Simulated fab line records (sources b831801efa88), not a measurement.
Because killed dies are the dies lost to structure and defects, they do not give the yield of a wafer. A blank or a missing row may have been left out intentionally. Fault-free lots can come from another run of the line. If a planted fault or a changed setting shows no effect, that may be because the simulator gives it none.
A struck lot beside a sound one | flow sky130 | 43 steps out of a route of 708
Sound: these wafers, L461.1, L461.2, L461.3. Wafers L471.3, L471.4, L471.6 were the ones struck. The cause is given at the end.
Order at every step that has rows: each side's tool, ch and its chambers, its first start. Under that, the readings that differ: sound wafers | struck wafers | difference of the means | sigmas: that difference in standard deviations of wafers without a fault.
alike: readings with means less than 2 such deviations apart, plus words and numbers identical on both sides. not compared: withheld readings, readings lacking a value on some wafer, bounds such as >300 that could conceal the same value, and numbers that have no deviation in the record and whose values overlap.
The two part at a step that has a row with sigmas, a row that says differs or no value, or rows on one side only. Numbers that have no deviation but don't overlap get no sigmas and don't part them. A reading that every wafer of one side lacks parts them only if that side has two wafers or more.

first, 4 steps without rows for these wafers: SKY_METAL3_SOFTBAKE_09 (time 90 s); SKY_METAL3_EXPOSE_10 (exposes mask MM3, target cd 300 nm); SKY_METAL3_PEB_11; SKY_METAL3_DEVELOP_12 (develop time 60 s).
SKY_METAL3_CD_MEAS_13: target cd 300 nm.
  struck on cd_sem-01, day 44 23:17; sound on cd_sem-02, day 42 07:46
  alike: cd_nm
SKY_METAL3_OVL_MEAS_14:
  struck on overlay-02, day 44 23:23; sound on overlay-02, day 42 07:53
  alike: METAL3_OVL
SKY_METAL3_DESCUM_15: chemistry O2, time 8 s.
  sound on rie_metal-04 ch 0, day 42 07:55; struck on rie_metal-01 ch 0,1, day 44 23:25
  alike: drypump_motor_current_A, oes_product_au
  not compared: rf_hours_counter_h
SKY_METAL3_ETCH_16: etches BARC in N2/H2, stops on SiO2, time 88.2 s, target depth 60 nm.
  sound on rie_metal-04 ch 0, day 42 07:59; struck on rie_metal-01 ch 0,1, day 44 23:28
  alike: drypump_motor_current_A, oes_product_au, throttle_valve_pct
  not compared: rf_hours_counter_h
then, 4 steps without rows for these wafers: SKY_METAL3_ETCH_17 (etches SiO2 in C4F8/O2/Ar, stops on TiN, time 3.9 s, target depth 15 nm); SKY_METAL3_METAL_ETCH_18 (etches the open film in Cl2/BCl3, stops on SiO2, target depth 845 nm, time 183.1 s); SKY_METAL3_STRIP_19 (strips in O2/N2); SKY_METAL3_STRIP_20 (strips in post etch residue remover, time 1200 s).
SKY_METAL3_CLEAN_21: cleans in IPA, time 180 s.
  sound on wet_bench-01 ch 2, day 42 08:49; struck on wet_bench-01 ch 0, day 45 00:11
then, 2 steps without rows for these wafers: SKY_METAL3_CLEAN_22 (cleans in O3/DIW); SKY_VIA3_HDPCVD_00 (deposits SiO2, target thk 1635 nm, time 272.5 s).
SKY_VIA3_THK_MEAS_01:
  struck on film_metro-01, day 45 00:31; sound on film_metro-02, day 42 09:08
  alike: VIA3_HDPCVD_THK
then, 1 step without rows for these wafers: SKY_VIA3_CMP_02 (polishes SiO2).
SKY_VIA3_BOW_MEAS_03:
  struck on film_metro-03, day 45 00:53; sound on film_metro-03, day 42 09:30
  alike: VIA3_BOW
then, 8 steps without rows for these wafers: SKY_VIA3_DEHYDRATE_04 (time 60 s); SKY_VIA3_HMDS_05 (prime time 60 s); SKY_VIA3_COAT_06 (resist thk 60 nm); SKY_VIA3_COAT_07 (resist thk 450 nm); SKY_VIA3_SOFTBAKE_08 (time 90 s); SKY_VIA3_EXPOSE_09 (exposes mask VIM3, target cd 200 nm); SKY_VIA3_PEB_10; SKY_VIA3_DEVELOP_11 (develop time 60 s).
SKY_VIA3_CD_MEAS_12: target cd 200 nm.
  struck on cd_sem-01, day 45 21:48; sound on cd_sem-02, day 43 08:39
  alike: cd_nm
SKY_VIA3_OVL_MEAS_13:
  struck on overlay-02, day 45 21:53; sound on overlay-01, day 43 08:46
  alike: VIA3_OVL
SKY_VIA3_ETCH_14: etches BARC in N2/H2, stops on SiO2, time 45.9 s, target depth 60 nm.
  sound on rie_diel-02 ch 0,1,2, day 43 08:49; struck on rie_diel-01 ch 0,2, day 45 21:55
  alike: drypump_motor_current_A, oes_product_au, throttle_valve_pct
  not compared: rf_hours_counter_h
SKY_VIA3_ETCH_15: etches SiO2 in C4F8/O2/Ar, stops on TiN, target depth 507 nm, time 78 s.
  sound on rie_diel-02 ch 0,1,2, day 43 08:51; struck on rie_diel-01 ch 0,2, day 45 21:58
  alike: oes_product_au
  not compared: rf_hours_counter_h
then, 4 steps without rows for these wafers: SKY_VIA3_STRIP_16 (strips in O2/N2); SKY_VIA3_STRIP_17 (strips in post etch residue remover, time 1200 s); SKY_VIA3_CLEAN_18 (cleans in IPA, time 180 s); SKY_VIA3_CLEAN_19 (cleans in O3/DIW).
SKY_VIA3_SPUTTER_20: material TiN, target thk 20 nm, time 80 s.
  struck on pvd_sputter-03, day 45 22:37; sound on pvd_sputter-04, day 43 09:30
  alike: throttle_valve_pct
then, 1 step without rows for these wafers: SKY_VIA3_CVD_21 (deposits W, target thk 390 nm, time 117.31 s).
SKY_VIA3_RS_MEAS_22: measurement is done with a four-point probe.
  struck on film_metro-03, day 45 22:50; sound on film_metro-02, day 43 09:41
  alike: VIA3_W_RS
SKY_VIA3_THK_MEAS_23: measures by xrf.
  struck on film_metro-03, day 45 22:56; sound on film_metro-02, day 43 09:49
  alike: VIA3_W_THK
then, 4 steps without rows for these wafers: SKY_VIA3_CMP_24 (polishes, stops on SiO2, t overpolish 20 s, target thk 0 nm); SKY_METAL4_SPUTTER_00 (material Ti, target thk 15 nm, time 10 s); SKY_METAL4_SPUTTER_01 (material TiN, target thk 20 nm, time 16.7 s); SKY_METAL4_SPUTTER_02 (material AlCu, target thk 735 nm, time 39.1 s).
-- the record jumps here: 5 days lie between the struck wafers' starts before and after (it left off in module METAL4 and takes up again in module PAD_OPEN, whose first step shown is number 708 of the route) --
SKY_PAD_OPEN_PROBE_99:
  the record has rows for the struck wafers here (prober-02, day 50 21:41) and none for the sound ones

## WHERE THEY PART
Only at SKY_PAD_OPEN_PROBE_99, as far as this record shows.

WHY: whatever the simulator had introduced
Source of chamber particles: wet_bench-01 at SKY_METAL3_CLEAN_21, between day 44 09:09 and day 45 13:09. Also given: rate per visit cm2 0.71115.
